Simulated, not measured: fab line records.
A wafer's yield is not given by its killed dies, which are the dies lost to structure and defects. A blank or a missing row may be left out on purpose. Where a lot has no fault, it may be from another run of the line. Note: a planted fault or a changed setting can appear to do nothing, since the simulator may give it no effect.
Which tool is to blame? || flow sky130 || Sampling: 12 lots, 36 wafers, 6 of 708 route steps

## WHAT EACH GAUGE READ, for each wafer
SKY_FIELD_ISO_THK_MEAS_23. Usual: for FIELD_ISO_OXIDATION_01_THK the level is 10.10 nm and the standard deviation is 0.18.
{"lot": "L848", "measured": "day 2 17:07", "on": "film metro-03", "FIELD_ISO_OXIDATION_01_THK (nm)": "9.83 9.85 9.98", "flag": ""}
{"lot": "L850", "measured": "day 3 02:53", "on": "film metro-03", "FIELD_ISO_OXIDATION_01_THK (nm)": "10.26 9.99 9.97", "flag": ""}
{"lot": "L852", "measured": "day 3 13:40", "on": "film metro-04", "FIELD_ISO_OXIDATION_01_THK (nm)": "10.13 9.89 10.01", "flag": ""}
{"lot": "L854", "measured": "day 4 01:46", "on": "film metro-01", "FIELD_ISO_OXIDATION_01_THK (nm)": "9.94 9.86 9.73", "flag": ""}
{"lot": "L855", "measured": "day 4 07:23", "on": "film metro-03", "FIELD_ISO_OXIDATION_01_THK (nm)": "9.97 9.69 9.84", "flag": ""}
{"lot": "L856", "measured": "day 4 10:15", "on": "film metro-03", "FIELD_ISO_OXIDATION_01_THK (nm)": "9.97 9.93 9.84", "flag": ""}
{"lot": "L864", "measured": "day 6 03:28", "on": "film metro-04", "FIELD_ISO_OXIDATION_01_THK (nm)": "10.09 10.13 10.18", "flag": ""}
{"lot": "L865", "measured": "day 6 09:29", "on": "film metro-01", "FIELD_ISO_OXIDATION_01_THK (nm)": "10.55 10.37 10.31", "flag": ""}
{"lot": "L866", "measured": "day 6 15:10", "on": "film metro-03", "FIELD_ISO_OXIDATION_01_THK (nm)": "10.33 10.10 10.11", "flag": ""}
{"lot": "L867", "measured": "day 6 20:43", "on": "film metro-01", "FIELD_ISO_OXIDATION_01_THK (nm)": "9.99 9.97 9.96", "flag": ""}
{"lot": "L868", "measured": "day 7 01:54", "on": "film metro-01", "FIELD_ISO_OXIDATION_01_THK (nm)": "9.97 10.20 9.87", "flag": ""}
{"lot": "L869", "measured": "day 7 08:28", "on": "film metro-03", "FIELD_ISO_OXIDATION_01_THK (nm)": "10.04 10.27 10.08", "flag": ""}

SKY_PWDE_TW_MEAS_10. Usual: for PWDE_TW the level is 369 and the standard deviation is 3.2.
{"lot": "L848", "measured": "day 4 05:23", "on": "film metro-04", "PWDE_TW": "370 369 371", "flag": ""}
{"lot": "L850", "measured": "day 4 19:36", "on": "film metro-01", "PWDE_TW": "372 373 373", "flag": ""}
{"lot": "L852", "measured": "day 5 03:20", "on": "film metro-04", "PWDE_TW": "367 368 370", "flag": ""}
{"lot": "L854", "measured": "day 5 19:56", "on": "film metro-01", "PWDE_TW": "371 375 370", "flag": ""}
{"lot": "L855", "measured": "day 6 00:23", "on": "film metro-01", "PWDE_TW": "370 372 374", "flag": ""}
{"lot": "L856", "measured": "day 6 04:28", "on": "film metro-01", "PWDE_TW": "371 373 373", "flag": ""}
{"lot": "L864", "measured": "day 7 22:58", "on": "film metro-02", "PWDE_TW": "364 364 367", "flag": ""}
{"lot": "L865", "measured": "day 8 05:52", "on": "film metro-04", "PWDE_TW": "369 369 369", "flag": ""}
{"lot": "L866", "measured": "day 8 11:56", "on": "film metro-01", "PWDE_TW": "373 378 375", "flag": ""}
{"lot": "L867", "measured": "day 8 18:42", "on": "film metro-02", "PWDE_TW": "368 366 368", "flag": ""}
{"lot": "L868", "measured": "day 8 21:56", "on": "film metro-01", "PWDE_TW": "374 375 374", "flag": ""}
{"lot": "L869", "measured": "day 9 07:35", "on": "film metro-02", "PWDE_TW": "366 366 366", "flag": ""}

SKY_VT_ADJUST_HVTP_CD_MEAS_07: the cd target is 380 nm. Usual: cd nm at 380 nm, with a standard deviation of 3.4.
{"lot": "L848", "measured": "day 6 11:47", "on": "cd sem-01", "cd nm (nm)": "384 381 382", "flag": ""}
{"lot": "L850", "measured": "day 7 03:09", "on": "cd sem-01", "cd nm (nm)": "380 379 383", "flag": ""}
{"lot": "L852", "measured": "day 7 13:39", "on": "cd sem-01", "cd nm (nm)": "383 384 384", "flag": ""}
{"lot": "L854", "measured": "day 8 07:57", "on": "cd sem-02", "cd nm (nm)": "- - -", "flag": "OFF"}
{"lot": "L855", "measured": "day 8 13:15", "on": "cd sem-02", "cd nm (nm)": "369 372 372", "flag": ""}
{"lot": "L856", "measured": "day 8 15:51", "on": "cd sem-01", "cd nm (nm)": "382 379 380", "flag": ""}
{"lot": "L864", "measured": "day 10 15:41", "on": "cd sem-02", "cd nm (nm)": "379 380 378", "flag": ""}
{"lot": "L865", "measured": "day 10 23:05", "on": "cd sem-02", "cd nm (nm)": "378 377 374", "flag": ""}
{"lot": "L866", "measured": "day 11 06:22", "on": "cd sem-02", "cd nm (nm)": "378 378 379", "flag": ""}
{"lot": "L867", "measured": "day 11 13:39", "on": "cd sem-01", "cd nm (nm)": "383 385 384", "flag": ""}
{"lot": "L868", "measured": "day 11 18:16", "on": "cd sem-01", "cd nm (nm)": "379 381 381", "flag": ""}
{"lot": "L869", "measured": "day 12 04:17", "on": "cd sem-01", "cd nm (nm)": "376 379 375", "flag": ""}

SKY_VT_ADJUST_HVTP_TW_MEAS_11. Usual: for VT_ADJUST_HVTP_TW the level is 1346 and the standard deviation is 14.
{"lot": "L848", "measured": "day 6 12:12", "on": "film metro-03", "VT_ADJUST_HVTP_TW": "1362 1358 1353", "flag": ""}
{"lot": "L850", "measured": "day 7 03:32", "on": "film metro-01", "VT_ADJUST_HVTP_TW": "1357 1355 1359", "flag": ""}
{"lot": "L852", "measured": "day 7 14:02", "on": "film metro-03", "VT_ADJUST_HVTP_TW": "1362 1366 1364", "flag": ""}
{"lot": "L854", "measured": "day 8 08:20", "on": "film metro-02", "VT_ADJUST_HVTP_TW": "29 29 29 29 29 29", "flag": "OFF"}
{"lot": "L855", "measured": "day 8 13:38", "on": "film metro-01", "VT_ADJUST_HVTP_TW": "1355 1349 1356", "flag": ""}
{"lot": "L856", "measured": "day 8 16:14", "on": "film metro-02", "VT_ADJUST_HVTP_TW": "1327 1332 1328", "flag": ""}
{"lot": "L864", "measured": "day 10 16:06", "on": "film metro-01", "VT_ADJUST_HVTP_TW": "1348 1347 1349", "flag": ""}
{"lot": "L865", "measured": "day 10 23:28", "on": "film metro-01", "VT_ADJUST_HVTP_TW": "1356 1348 1351", "flag": ""}
{"lot": "L866", "measured": "day 11 06:46", "on": "film metro-01", "VT_ADJUST_HVTP_TW": "1347 1358 1348", "flag": ""}
{"lot": "L867", "measured": "day 11 14:02", "on": "film metro-02", "VT_ADJUST_HVTP_TW": "1333 1333 1337", "flag": ""}
{"lot": "L868", "measured": "day 11 18:39", "on": "film metro-02", "VT_ADJUST_HVTP_TW": "1345 1334 1338", "flag": ""}
{"lot": "L869", "measured": "day 12 04:40", "on": "film metro-03", "VT_ADJUST_HVTP_TW": "1363 1355 1355", "flag": ""}

## WHICH TOOL RAN EACH LOT (tool, then ch and the chambers of the sampled wafers, then the start)
{"lot": "L848", "SKY_VT_ADJUST_HVTP_EXPOSE_04": "iline stepper-02 ch 0, day 6 02:21", "SKY_VT_ADJUST_HVTP_STRIP_10": "plasma asher-03 ch 0,1, day 6 12:06"}
{"lot": "L850", "SKY_VT_ADJUST_HVTP_EXPOSE_04": "iline stepper-01 ch 0, day 6 17:23", "SKY_VT_ADJUST_HVTP_STRIP_10": "plasma asher-03 ch 0,1, day 7 03:27"}
{"lot": "L852", "SKY_VT_ADJUST_HVTP_EXPOSE_04": "iline stepper-02 ch 0, day 7 03:37", "SKY_VT_ADJUST_HVTP_STRIP_10": "plasma asher-03 ch 0,1, day 7 13:56"}
{"lot": "L854", "SKY_VT_ADJUST_HVTP_EXPOSE_04": "iline stepper-02 ch 0, day 7 22:05", "SKY_VT_ADJUST_HVTP_STRIP_10": "plasma asher-01 ch 0,1, day 8 08:14"}
{"lot": "L855", "SKY_VT_ADJUST_HVTP_EXPOSE_04": "iline stepper-01 ch 0, day 8 03:07", "SKY_VT_ADJUST_HVTP_STRIP_10": "plasma asher-03 ch 0,1, day 8 13:32"}
{"lot": "L856", "SKY_VT_ADJUST_HVTP_EXPOSE_04": "iline stepper-01 ch 0, day 8 06:28", "SKY_VT_ADJUST_HVTP_STRIP_10": "plasma asher-02 ch 0,1, day 8 16:08"}
{"lot": "L864", "SKY_VT_ADJUST_HVTP_EXPOSE_04": "iline stepper-01 ch 0, day 10 05:13", "SKY_VT_ADJUST_HVTP_STRIP_10": "plasma asher-01 ch 0,1, day 10 16:00"}
{"lot": "L865", "SKY_VT_ADJUST_HVTP_EXPOSE_04": "iline stepper-02 ch 0, day 10 12:25", "SKY_VT_ADJUST_HVTP_STRIP_10": "plasma asher-02 ch 0,1, day 10 23:22"}
{"lot": "L866", "SKY_VT_ADJUST_HVTP_EXPOSE_04": "iline stepper-02 ch 0, day 10 19:04", "SKY_VT_ADJUST_HVTP_STRIP_10": "plasma asher-01 ch 0,1, day 11 06:39"}
{"lot": "L867", "SKY_VT_ADJUST_HVTP_EXPOSE_04": "iline stepper-02 ch 0, day 11 02:44", "SKY_VT_ADJUST_HVTP_STRIP_10": "plasma asher-02 ch 0,1, day 11 13:57"}
{"lot": "L868", "SKY_VT_ADJUST_HVTP_EXPOSE_04": "iline stepper-02 ch 0, day 11 06:52", "SKY_VT_ADJUST_HVTP_STRIP_10": "plasma asher-02 ch 0,1, day 11 18:33"}
{"lot": "L869", "SKY_VT_ADJUST_HVTP_EXPOSE_04": "iline stepper-01 ch 0, day 11 15:47", "SKY_VT_ADJUST_HVTP_STRIP_10": "plasma asher-02 ch 0,1, day 12 04:35"}
- SKY_VT_ADJUST_HVTP_EXPOSE_04: exposes mask HVTPM, target cd 380 nm.
- SKY_VT_ADJUST_HVTP_STRIP_10: strips in O2/N2.

## AS READ BY THE TOOLS THEMSELVES (means over the sampled wafers that have a number; for cases with no such wafer, the mark the record gives instead)
SKY_VT_ADJUST_HVTP_STRIP_10. Usual: drypump motor current A 5.7 A, standard deviation 0.32; oes product au 0.716 a.u., standard deviation 0.0042; strip time to endpoint s 14.16 s, standard deviation 0.04.
{"lot": "L848", "tool": "plasma asher-03", "drypump motor current A (A)": 5.8, "oes product au (a.u.)": 0.717, "strip time to endpoint s (s)": 14.18, "flag": ""}
{"lot": "L850", "tool": "plasma asher-03", "drypump motor current A (A)": 5.9, "oes product au (a.u.)": 0.715, "strip time to endpoint s (s)": 14.13, "flag": ""}
{"lot": "L852", "tool": "plasma asher-03", "drypump motor current A (A)": 5.9, "oes product au (a.u.)": 0.712, "strip time to endpoint s (s)": 14.16, "flag": ""}
{"lot": "L854", "tool": "plasma asher-01", "drypump motor current A (A)": 5.6, "oes product au (a.u.)": 0.712, "strip time to endpoint s (s)": 14.10, "flag": ""}
{"lot": "L855", "tool": "plasma asher-03", "drypump motor current A (A)": 5.8, "oes product au (a.u.)": 0.717, "strip time to endpoint s (s)": 14.18, "flag": ""}
{"lot": "L856", "tool": "plasma asher-02", "drypump motor current A (A)": 5.7, "oes product au (a.u.)": 0.714, "strip time to endpoint s (s)": 14.14, "flag": ""}
{"lot": "L864", "tool": "plasma asher-01", "drypump motor current A (A)": 5.6, "oes product au (a.u.)": 0.715, "strip time to endpoint s (s)": 14.20, "flag": ""}
{"lot": "L865", "tool": "plasma asher-02", "drypump motor current A (A)": 5.9, "oes product au (a.u.)": 0.712, "strip time to endpoint s (s)": 14.14, "flag": ""}
{"lot": "L866", "tool": "plasma asher-01", "drypump motor current A (A)": 5.6, "oes product au (a.u.)": 0.718, "strip time to endpoint s (s)": 14.13, "flag": ""}
{"lot": "L867", "tool": "plasma asher-02", "drypump motor current A (A)": 5.7, "oes product au (a.u.)": 0.720, "strip time to endpoint s (s)": 14.15, "flag": ""}
{"lot": "L868", "tool": "plasma asher-02", "drypump motor current A (A)": 5.7, "oes product au (a.u.)": 0.717, "strip time to endpoint s (s)": 14.22, "flag": ""}
{"lot": "L869", "tool": "plasma asher-02", "drypump motor current A (A)": 5.7, "oes product au (a.u.)": 0.716, "strip time to endpoint s (s)": 14.23, "flag": ""}

## THE ANSWER, worked out from the rows above alone
Rule: lot off if the mean of its wafers having a number is beyond 3 standard deviations from the usual mean. A lot without any number at a reading at which 4 lots or more have one is off too. Where the step has rows for the other lots, those lots are counted as sound. The gauges are gone through in route order, then the tools' own readings, and for those a lot's mean is taken as printed above. At the first step where some lot is off, the reading lying furthest off is the one used; lots without a number count as furthest.
Off, at SKY_VT_ADJUST_HVTP_CD_MEAS_07 on cd nm: L854. Without a number there: L854.
A tool fits if, at a process step before that reading, it ran every lot that is off, and no sound lot after the first of them. The gauges at SKY_VT_ADJUST_HVTP_CD_MEAS_07 aren't tried: what is off there is off at SKY_VT_ADJUST_HVTP_TW_MEAS_11 too, on other tools, and a gauge's error can't cause that. Of those tried, none fits.

## WHAT THE SIMULATOR HAD INSERTED
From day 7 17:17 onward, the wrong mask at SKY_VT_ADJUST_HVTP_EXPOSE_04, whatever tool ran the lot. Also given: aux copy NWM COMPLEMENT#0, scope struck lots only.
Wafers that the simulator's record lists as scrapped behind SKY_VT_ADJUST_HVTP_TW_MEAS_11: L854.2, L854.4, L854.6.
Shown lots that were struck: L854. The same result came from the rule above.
